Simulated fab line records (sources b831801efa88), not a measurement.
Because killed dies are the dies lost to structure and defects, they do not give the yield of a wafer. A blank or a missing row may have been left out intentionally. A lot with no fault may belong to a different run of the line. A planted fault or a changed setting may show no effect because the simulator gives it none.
fab line records	flow sky130
record lots=6	wafers=18	lastDay=52
route steps=708 shown SD_N@344 SD_P@359 RES_XHIGH@360 PAD_OPEN@708
lots untouched by any fault: they come from a run of this same line in which no faults occurred
startH: hours from the record's opening day to when the first of the lot's shown wafers began	waitH: hours from the lot's prior step to this one	" the same as in the row above	L1.1+2: a single row standing in for several wafers	- no value present, or no start provided	* or withheld: withheld	< > ~ a bound
route shown NAME@n: a module of which the file shows steps, and the number in the route of the first	usual: mean/standard deviation taken from wafers without a fault	same: alike in all rows	chamber/n: place in a boat	sites: the reading at each site	_std_site: standard deviation across them	_edge_site: mean of outer sites minus mean of inner sites	radiusMm: how far each site lies from the wafer's centre	mask NAME#n: copy n	behind: tool/chamber where the wafer was last shaped	hold: cause of the lot's hold/its duration in hours/its outcome	device: names the non-switching transistor (n, p or np)	end of line: tests of these same wafers at the route's end	a step without rows: its recipe alone	killed: the dies lost at the first sort to structure and to defects; this is not the yield of the wafer	map: per-die view of a wafer (x killed, . not killed, _ where there is no die)
set.NAME: the run value of the setting; set.NAME@STEP: its run value at that earlier step	model.NAME: the simulator's own value behind a step, which no gauge read
certain route steps with their lots: each step a table, each wafer a row
services: the hour from which a tool's chamber was out of use, counted from the record's first day as startH (under 0 if before that day), plus the number of hours and why
## steps
# step SKY_SD_N_COAT_02
# recipe resist=NOVOLAK	spinRpm=3000	resistThkNm=1140
# step SKY_SD_N_SOFTBAKE_03
# recipe tempC=90	timeS=60	resist=NOVOLAK
# step SKY_SD_N_EXPOSE_04
# recipe maskId=NSDM	na=0.6	sourceShape=conventional	sigmaOuter=0.6	polarization=unpolarized	targetCdNm=380	doseMj=141
# step SKY_SD_N_PEB_05
# recipe tempC=withheld	timeS=*	resist=NOVOLAK
# step SKY_SD_N_DEVELOP_06
# recipe resist=NOVOLAK	developer=TMAH	developTimeS=60	devTempC=23
# step SKY_SD_N_CD_MEAS_07
# recipe targetCdNm=380
# usual cdNm=380.0/2.5
lot.wafer	tool	chamber	startH	waitH	cdNm
L868.3	cdSem-02	-	710.56	0.1	380.2
L868.5	"	-	"	"	379.4
L868.6	"	-	"	"	378.4
L870.2	cdSem-01	-	711.74	0.1	381.8
L870.3	"	-	"	"	382.7
L870.6	"	-	"	"	381.1
L875.1	cdSem-02	-	714.97	0.1	374.3
L875.2	"	-	"	"	375.9
L875.4	"	-	"	"	375.5
L873.1	cdSem-02	-	717.69	0.1	380.4
L873.4	"	-	"	"	380.7
L873.5	"	-	"	"	380.6
L879.1	cdSem-02	-	861.87	0.1	381.0
L879.2	"	-	"	"	379.6
L879.6	"	-	"	"	380.0
L878.2	cdSem-01	-	865.52	0.1	382.9
L878.5	"	-	"	"	380.9
L878.6	"	-	"	"	380.6
# step SKY_SD_N_OVL_MEAS_08
# usual SD_N_OVL=0.2/1.3
lot.wafer	tool	chamber	startH	waitH	SD_N_OVL[nm]
L868.3	overlay-01	-	710.65	0.1	-2.8
L868.5	"	-	"	"	-1.7
L868.6	"	-	"	"	0.4
L870.2	overlay-01	-	711.84	0.1	-0.7
L870.3	"	-	"	"	-0.4
L870.6	"	-	"	"	-2.0
L875.1	overlay-02	-	715.09	0.1	0.3
L875.2	"	-	"	"	-0.6
L875.4	"	-	"	"	0.1
L873.1	overlay-01	-	717.81	0.1	-0.4
L873.4	"	-	"	"	-0.6
L873.5	"	-	"	"	-0.5
L879.1	overlay-02	-	861.99	0.1	0.1
L879.2	"	-	"	"	-1.2
L879.6	"	-	"	"	0.1
L878.2	overlay-01	-	865.62	0.1	0.0
L878.5	"	-	"	"	-1.5
L878.6	"	-	"	"	0.3
# step SKY_SD_N_IMPLANT_09
# recipe species=As	energyKev=50	doseCm2=4e+15	tiltDeg=0
# step SKY_SD_N_IMPLANT_10
# recipe species=P	energyKev=20	doseCm2=1e+14	tiltDeg=0
# step SKY_SD_N_STRIP_11
# recipe chemistry=O2/N2	powerW=1400	pressureMtorr=1500	platenTempC=withheld	o2FlowSccm=3000	n2FlowSccm=300	overashFraction=0.5
# usual drypumpMotorCurrentA=5.62/0.27	oesProductAu=0.527/0.0043	stripTimeToEndpointS=22.56/0.037
# same overashFraction=0.5
lot.wafer	tool	chamber	startH	waitH	drypumpMotorCurrentA	oesProductAu	rfHoursCounterH	stripTimeToEndpointS
L868.3	plasmaAsher-02	1	711.01	0.1	5.77	0.527	-	22.54
L868.5	"	0	"	"	5.78	0.521	-	22.51
L868.6	"	1	"	"	5.75	0.524	-	22.47
L870.2	plasmaAsher-01	0	712.17	0.1	5.92	0.515	28	22.54
L870.3	"	0	"	"	5.93	0.531	-	22.52
L870.6	"	1	"	"	5.76	0.522	-	22.53
L875.1	plasmaAsher-01	0	715.43	0.1	5.94	0.527	28	22.54
L875.2	"	1	"	"	5.74	0.533	28	22.56
L875.4	"	0	"	"	5.91	0.536	-	22.55
L873.1	plasmaAsher-02	0	718.15	0.1	5.79	0.528	105	22.58
L873.4	"	0	"	"	5.79	0.524	-	22.60
L873.5	"	0	"	"	5.79	0.525	-	22.58
L879.1	plasmaAsher-03	1	862.32	0.1	5.15	0.528	96	22.49
L879.2	"	0	"	"	5.43	0.528	96	22.55
L879.6	"	0	"	"	5.44	0.527	-	22.54
L878.2	plasmaAsher-02	1	865.95	0.1	5.81	0.531	13	22.52
L878.5	"	0	"	"	5.81	0.529	-	22.53
L878.6	"	1	"	"	5.77	0.541	-	22.54
# step SKY_SD_N_TW_MEAS_12
# usual SD_N_TW=3991/41
lot.wafer	tool	chamber	startH	waitH	SD_N_TW
L868.3	filmMetro-02	-	711.10	0.1	4044
L868.5	"	-	"	"	4058
L868.6	"	-	"	"	4052
L870.2	filmMetro-03	-	712.28	0.1	3912
L870.3	"	-	"	"	3925
L870.6	"	-	"	"	3921
L875.1	filmMetro-03	-	715.53	0.1	3952
L875.2	"	-	"	"	3947
L875.4	"	-	"	"	3964
L873.1	filmMetro-02	-	718.25	0.1	4053
L873.4	"	-	"	"	4083
L873.5	"	-	"	"	4051
L879.1	filmMetro-03	-	862.42	0.1	3962
L879.2	"	-	"	"	3946
L879.6	"	-	"	"	3970
L878.2	filmMetro-04	-	866.06	0.1	3979
L878.5	"	-	"	"	3994
L878.6	"	-	"	"	3977
# step SKY_SD_N_CLEAN_13
# recipe chemistry=SC1/SC2	mix=1:4:20	tempC=70	timeS=150	dry=n2Spin
# step SKY_SD_N_RTA_14
# recipe tempC=1075	timeS=2	idleTempC=650	rampUpCPerS=150	rampDownCPerS=90	ambient=N2
# usual annealTempCMax=1080.1/1.8	lampPowerPct=15.74/0.057	wafer_temp_C_max=1078.0/1.2
lot.wafer	tool	chamber	startH	waitH	annealTempCMax	lampPowerPct	wafer_temp_C_max
L868.3	rtpAnneal-01	0	711.21	0.0	1078.2	15.77	1078.5
L868.5	"	0	"	"	1078.2	15.68	1078.1
L868.6	"	0	"	"	1077.6	15.75	1077.5
L870.2	rtpAnneal-01	0	712.40	0.0	1079.3	15.71	1079.3
L870.3	"	0	"	"	1078.6	15.64	1079.6
L870.6	"	0	"	"	1079.8	15.83	1079.0
L875.1	rtpAnneal-02	0	715.64	0.0	1081.3	15.72	1079.8
L875.2	"	0	"	"	1081.6	15.85	1076.6
L875.4	"	0	"	"	1080.2	15.86	1078.3
L873.1	rtpAnneal-01	0	718.36	0.0	1079.2	15.74	1078.9
L873.4	"	0	"	"	1078.7	15.78	1076.8
L873.5	"	0	"	"	1078.1	15.75	1079.2
L879.1	rtpAnneal-01	0	862.54	0.0	1080.2	15.78	1076.1
L879.2	"	0	"	"	1078.8	15.80	1077.2
L879.6	"	0	"	"	1078.5	15.75	1076.9
L878.2	rtpAnneal-01	0	866.18	0.0	1080.0	15.74	1077.0
L878.5	"	0	"	"	1079.3	15.70	1077.9
L878.6	"	0	"	"	1078.5	15.71	1078.0
# step SKY_SD_N_RS_MEAS_16
# recipe thkMeasGauge=four-point-probe
# usual SD_N_RS=68.52/0.11
lot.wafer	tool	chamber	startH	waitH	hold	SD_N_RS[ohm/sq]
L868.3	filmMetro-04	-	711.40	0.1	-	68.51
L868.5	"	-	"	"	-	68.57
L868.6	"	-	"	"	-	68.54
L870.2	filmMetro-03	-	712.58	0.1	-	68.66
L870.3	"	-	"	"	-	68.59
L870.6	"	-	"	"	-	68.56
L875.1	filmMetro-04	-	715.81	0.1	-	68.56
L875.2	"	-	"	"	-	68.73
L875.4	"	-	"	"	-	68.53
L873.1	filmMetro-02	-	718.53	0.1	-	68.64
L873.4	"	-	"	"	-	68.36
L873.5	"	-	"	"	-	68.48
L879.1	filmMetro-02	-	862.71	0.1	awaitDispo/0.2h/release	71.16
L879.2	"	-	"	"	awaitDispo/0.2h/release	71.14
L879.6	"	-	"	"	awaitDispo/0.2h/release	71.17
L879.1	filmMetro-02	-	863.07	0.3	-	71.41
L879.2	"	-	"	"	-	71.15
L879.6	"	-	"	"	-	71.28
L878.2	filmMetro-02	-	866.36	0.1	awaitDispo/0.2h/release	70.98
L878.5	"	-	"	"	awaitDispo/0.2h/release	71.08
L878.6	"	-	"	"	awaitDispo/0.2h/release	71.00
L878.2	filmMetro-02	-	866.72	0.3	-	70.91
L878.5	"	-	"	"	-	70.95
L878.6	"	-	"	"	-	71.19
# step SKY_SD_N_RS_MEAS_17
# recipe thkMeasGauge=four-point-probe
# usual SD_P_RS=147.1/0.38
lot.wafer	tool	chamber	startH	waitH	hold	SD_P_RS[ohm/sq]
L868.3	filmMetro-04	-	711.52	0.1	-	146.8
L868.5	"	-	"	"	-	147.0
L868.6	"	-	"	"	-	146.7
L870.2	filmMetro-03	-	712.70	0.1	-	147.4
L870.3	"	-	"	"	-	147.0
L870.6	"	-	"	"	-	147.2
L875.1	filmMetro-04	-	715.93	0.1	-	147.5
L875.2	"	-	"	"	-	146.8
L875.4	"	-	"	"	-	146.9
L873.1	filmMetro-02	-	718.65	0.1	-	147.9
L873.4	"	-	"	"	-	147.2
L873.5	"	-	"	"	-	147.3
L879.1	filmMetro-02	-	864.35	1.3	awaitDispo/0.2h/release	162.7
L879.2	"	-	"	"	awaitDispo/0.2h/release	162.7
L879.6	"	-	"	"	awaitDispo/0.2h/release	162.9
L879.1	filmMetro-02	-	864.80	0.4	-	162.9
L879.2	"	-	"	"	-	163.1
L879.6	"	-	"	"	-	163.1
L878.2	filmMetro-02	-	870.05	3.3	awaitDispo/0.2h/release	161.4
L878.5	"	-	"	"	awaitDispo/0.2h/release	161.9
L878.6	"	-	"	"	awaitDispo/0.2h/release	161.3
L878.2	filmMetro-02	-	870.34	0.3	-	161.3
L878.5	"	-	"	"	-	161.8
L878.6	"	-	"	"	-	161.3
# step SKY_SD_N_RS_MEAS_18
# recipe thkMeasGauge=four-point-probe
# usual RES_XHIGH_RS=333.0/1.1
lot.wafer	tool	chamber	startH	waitH	hold	RES_XHIGH_RS[ohm/sq]
L868.3	filmMetro-04	-	711.64	0.1	-	332.8
L868.5	"	-	"	"	-	333.8
L868.6	"	-	"	"	-	332.6
L870.2	filmMetro-03	-	712.82	0.1	-	335.1
L870.3	"	-	"	"	-	334.4
L870.6	"	-	"	"	-	334.3
L875.1	filmMetro-04	-	716.05	0.1	-	333.8
L875.2	"	-	"	"	-	332.4
L875.4	"	-	"	"	-	332.7
L873.1	filmMetro-02	-	718.77	0.1	-	334.0
L873.4	"	-	"	"	-	333.5
L873.5	"	-	"	"	-	334.5
L879.1	filmMetro-02	-	866.58	1.8	awaitDispo/1.6h/release	333.8
L879.2	"	-	"	"	awaitDispo/1.6h/release	332.3
L879.6	"	-	"	"	awaitDispo/1.6h/release	332.2
L878.2	filmMetro-02	-	872.82	2.5	awaitDispo/2.4h/release	334.2
L878.5	"	-	"	"	awaitDispo/2.4h/release	332.1
L878.6	"	-	"	"	awaitDispo/2.4h/release	334.5
# step SKY_PAD_OPEN_PROBE_99
# usual killed_at_M0_to_M3=45/6.3	killed_at_M4_up=2.8/1.6	killedAtContacts=24/5.1	killedAtFrontEnd=14/4.4	killedAtOther=0.4/0.73	killedDies=86/9	killedOpen=47/7.8	killedShort=39/6.6
# same grossDies=492	killedAtBackSide=0
lot.wafer	tool	chamber	startH	waitH	killed_at_M0_to_M3	killed_at_M4_up	killedAtContacts	killedAtFrontEnd	killedAtOther	killedDies	killedOpen	killedShort	model.etest.resXhighPo.lineOhmUm	model.etest.resXhighPo.rsOhmSqRimLessCentre	model.etest.resXhighPo.rsOhmSqRange	model.etest.resXhighPo.rsOhmSq	model.etest.pfet_01v8.rOnOhmUm	model.etest.resPdiff.lineOhmUm	model.etest.tipP.rsOhmSq	model.etest.tipP.rsOhmSqRimLessCentre
L868.3	prober-01	-	1136.70	0.2	40	3	21	13	1	78	43	35	5721	-7.86	27.82	1976	2882	1379	6793	-38.32
L868.5	prober-01	-	1136.80	0.2	49	4	21	6	1	81	38	43	5824	-23.24	33.94	2026	2891	1393	6817	-55.5
L868.6	prober-01	-	1136.85	0.2	49	3	21	12	1	86	47	39	5799	-3.623	40.99	1987	2879	1393	6828	55.81
L870.2	prober-02	-	1139.65	0.1	41	2	22	15	0	80	41	39	6076	68.81	118.9	2134	2869	1412	6870	-27.17
L870.3	prober-02	-	1139.70	0.2	42	5	28	17	0	92	43	49	6060	80.1	113.1	2081	2846	1393	6834	109.4
L870.6	prober-02	-	1139.85	0.2	41	3	24	17	0	85	47	37	5911	63.85	110.8	2081	2849	1395	6863	93.74
L875.1	prober-01	-	1145.29	0.1	42	4	15	11	0	72	42	30	5788	37.51	75.27	2044	2910	1301	6919	55.26
L875.2	prober-01	-	1145.34	0.1	33	3	21	18	0	75	39	35	6104	49.78	90.33	2100	2929	1312	6968	-52.76
L875.4	prober-01	-	1145.44	0.2	50	1	29	16	0	96	50	46	5649	30.98	78.73	2024	2966	1335	6937	84.42
L873.1	prober-02	-	1145.59	0.1	37	2	23	12	0	74	44	30	5945	81.01	87.06	2039	2860	1353	6953	-67.38
L873.4	prober-02	-	1145.74	0.2	32	1	21	18	0	72	47	25	5657	92.09	108.2	1959	2830	1324	6900	-72.21
L873.5	prober-02	-	1145.79	0.2	42	3	25	12	1	83	32	51	5678	83.53	95.65	2015	2923	1307	6915	-2.7
L879.1	prober-02	-	1239.39	0.1	32	2	15	17	1	67	30	36	6739	583.5	589.6	2348	3126	1546	6897	194.3
L879.2	prober-02	-	1239.44	0.1	55	0	23	16	1	95	52	43	6834	603.3	627.5	2410	3072	1568	6918	154
L879.6	prober-02	-	1239.64	0.2	55	3	22	15	1	96	48	47	6728	590.1	609	2350	3045	1566	6865	151.4
L878.2	prober-02	-	1241.21	0.1	44	4	20	16	0	84	49	35	6435	576.1	611.6	2253	3035	1524	6894	12.78
L878.5	prober-02	-	1241.36	0.2	51	3	17	24	0	95	43	52	6572	583.7	615.6	2285	3002	1527	6908	192
L878.6	prober-02	-	1241.41	0.2	42	1	14	10	0	67	35	32	6618	576.3	608.1	2299	3014	1528	6953	132.9
# killed by level:class
L868.3 CONTACT:geometricParticle:open=7 METAL1:geometricParticle:short=6 VIA3:geometricParticle:open=6 LI_CONTACT:geometricParticle:open=5 VIA1:geometricParticle:short=5 VIA1:geometricParticle:open=5 CONTACT:geometricParticle:short=4 METAL3:geometricParticle:short=4
L868.5 VIA1:geometricParticle:short=8 METAL1:geometricParticle:short=7 VIA1:geometricParticle:open=6 LOCAL_INTERCONNECT:geometricParticle:short=6 VIA3:geometricParticle:open=6 LI_CONTACT:geometricParticle:open=5 METAL2:geometricParticle:short=5 VIA2:geometricParticle:open=5
L868.6 VIA1:geometricParticle:open=13 VIA3:geometricParticle:open=12 CONTACT:geometricParticle:open=10 METAL1:geometricParticle:short=7 VIA1:geometricParticle:short=5 LI_CONTACT:geometricParticle:open=4 LOCAL_INTERCONNECT:geometricParticle:short=4 METAL2:geometricParticle:short=4
L870.2 FIELD_ISO:geometricParticle:short=7 CONTACT:geometricParticle:open=7 VIA2:geometricParticle:open=7 VIA3:geometricParticle:open=7 LI_CONTACT:geometricParticle:open=6 METAL3:geometricParticle:short=6 VIA1:geometricParticle:open=5 POLY_GATE:geometricParticle:short=4
L870.3 LI_CONTACT:geometricParticle:open=9 VIA1:geometricParticle:open=9 VIA2:geometricParticle:open=8 CONTACT:geometricParticle:short=7 LOCAL_INTERCONNECT:geometricParticle:short=7 VIA3:geometricParticle:open=7 POLY_GATE:geometricParticle:short=5 METAL1:geometricParticle:short=5
L870.6 VIA1:geometricParticle:open=10 LI_CONTACT:geometricParticle:open=8 FIELD_ISO:geometricParticle:short=7 VIA2:geometricParticle:open=7 METAL1:geometricParticle:short=6 CONTACT:geometricParticle:open=6 VIA3:geometricParticle:open=5 VIA1:geometricParticle:short=4
L875.1 VIA1:geometricParticle:open=16 LI_CONTACT:geometricParticle:open=5 FIELD_ISO:geometricParticle:short=4 METAL3:geometricParticle:short=4 LOCAL_INTERCONNECT:geometricParticle:short=4 CONTACT:geometricParticle:open=4 METAL1:geometricParticle:short=4 VIA3:geometricParticle:open=4
L875.2 LI_CONTACT:geometricParticle:open=8 FIELD_ISO:geometricParticle:short=7 VIA3:geometricParticle:open=6 CONTACT:geometricParticle:short=5 VIA2:geometricParticle:open=5 METAL1:geometricParticle:short=4 VIA1:geometricParticle:open=4 FIELD_ISO:geometricParticle:open=3
L875.4 LI_CONTACT:geometricParticle:open=9 CONTACT:geometricParticle:open=9 VIA3:geometricParticle:short=9 METAL2:geometricParticle:short=8 VIA3:geometricParticle:open=7 VIA1:geometricParticle:open=6 VIA2:geometricParticle:open=6 FIELD_ISO:geometricParticle:open=5
L873.1 VIA1:geometricParticle:open=10 LI_CONTACT:geometricParticle:open=9 VIA3:geometricParticle:open=8 CONTACT:geometricParticle:open=6 METAL2:geometricParticle:short=5 METAL1:geometricParticle:short=4 METAL3:geometricParticle:short=4 POLY_GATE:geometricParticle:short=3
L873.4 CONTACT:geometricParticle:open=10 VIA1:geometricParticle:open=9 VIA2:geometricParticle:open=8 CONTACT:geometricParticle:short=5 FIELD_ISO:geometricParticle:open=4 POLY_GATE:geometricParticle:open=4 POLY_GATE:geometricParticle:short=4 LI_CONTACT:geometricParticle:open=4
L873.5 CONTACT:geometricParticle:open=13 VIA3:geometricParticle:open=8 POLY_GATE:geometricParticle:short=6 METAL1:geometricParticle:short=6 VIA3:geometricParticle:short=6 METAL3:geometricParticle:short=5 LI_CONTACT:geometricParticle:open=5 METAL2:geometricParticle:short=5
L879.1 FIELD_ISO:geometricParticle:short=6 CONTACT:geometricParticle:open=6 METAL3:geometricParticle:short=6 VIA2:geometricParticle:open=6 METAL2:geometricParticle:short=5 LI_CONTACT:geometricParticle:open=4 VIA3:geometricParticle:open=4 FIELD_ISO:geometricParticle:open=3
L879.2 VIA1:geometricParticle:open=14 VIA2:geometricParticle:open=10 VIA1:geometricParticle:short=8 FIELD_ISO:geometricParticle:open=7 VIA3:geometricParticle:open=7 LI_CONTACT:geometricParticle:open=6 METAL1:geometricParticle:short=6 LOCAL_INTERCONNECT:geometricParticle:short=5
L879.6 VIA3:geometricParticle:open=10 METAL2:geometricParticle:short=8 VIA2:geometricParticle:open=8 FIELD_ISO:geometricParticle:open=6 LI_CONTACT:geometricParticle:open=6 CONTACT:geometricParticle:open=6 VIA1:geometricParticle:short=6 METAL3:geometricParticle:short=5
L878.2 VIA1:geometricParticle:open=12 CONTACT:geometricParticle:open=8 CONTACT:geometricParticle:short=7 VIA2:geometricParticle:open=7 FIELD_ISO:geometricParticle:open=5 METAL2:geometricParticle:short=4 METAL1:geometricParticle:short=4 METAL2:geometricParticle:open=4
L878.5 VIA2:geometricParticle:open=10 METAL1:geometricParticle:short=8 METAL2:geometricParticle:short=8 FIELD_ISO:geometricParticle:short=7 VIA1:geometricParticle:open=7 LI_CONTACT:geometricParticle:open=4 FIELD_ISO:geometricParticle:open=4 POLY_GATE:geometricParticle:short=4
L878.6 VIA3:geometricParticle:open=9 VIA1:geometricParticle:open=8 METAL2:geometricParticle:short=7 CONTACT:geometricParticle:open=5 METAL1:geometricParticle:short=5 VIA2:geometricParticle:open=4 LI_CONTACT:geometricParticle:short=4 VIA1:geometricParticle:short=4
## services
tool	chamber	startH	hours	kind
plasmaAsher-03	-	693.20	7.3	repair
plasmaAsher-01	-	719.65	2.8	pm
plasmaAsher-02	-	733.75	9.0	pm
plasmaAsher-02	0	733.75	9.0	ventCycle
plasmaAsher-02	1	733.75	9.0	ventCycle
plasmaAsher-02	0	742.75	-	clean
plasmaAsher-02	1	742.75	-	clean
plasmaAsher-02	-	775.79	2.8	pm
plasmaAsher-03	-	784.23	14.6	pm
plasmaAsher-03	-	827.92	3.6	repair
plasmaAsher-02	-	839.52	1.4	repair
## key
firstSign step=SKY_SD_N_RS_MEAS_16	reading=visit	direction=added
effect step=SKY_SD_N_RS_MEAS_16	reading=SD_N_RS	direction=up	sigmas=24	usual=68.52	struck=71.09
effect step=SKY_SD_N_RS_MEAS_17	reading=visit	direction=added
effect step=SKY_SD_N_RS_MEAS_17	reading=SD_P_RS	direction=up	sigmas=39	usual=147.1	struck=162.1
modelEffect step=SKY_PAD_OPEN_PROBE_99	value=etest.resXhighPo.lineOhmUm	without=5619	struck=6654
metAt SKY_SD_N_RTA_14
struckWafers L878.2,L878.5,L878.6,L879.1,L879.2,L879.6
testerLeftOut L878,L879
onsetBetween 718.36 862.54
alsoFits time
fault kind=processParameterDrift	tool=rtpAnneal-01	chamber=-	onsetH=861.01	steps=SKY_SD_N_RTA_14	channel=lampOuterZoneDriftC	offset=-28	shape=step	endH=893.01
# testerLeftOut: of these lots the tester's yield and bins aren't shown, on N5 and GAA mostly nor the transistor test; their killed dies are dies lost to structure and defects alone, not to doping, threshold or leakage, so they don't give the yield
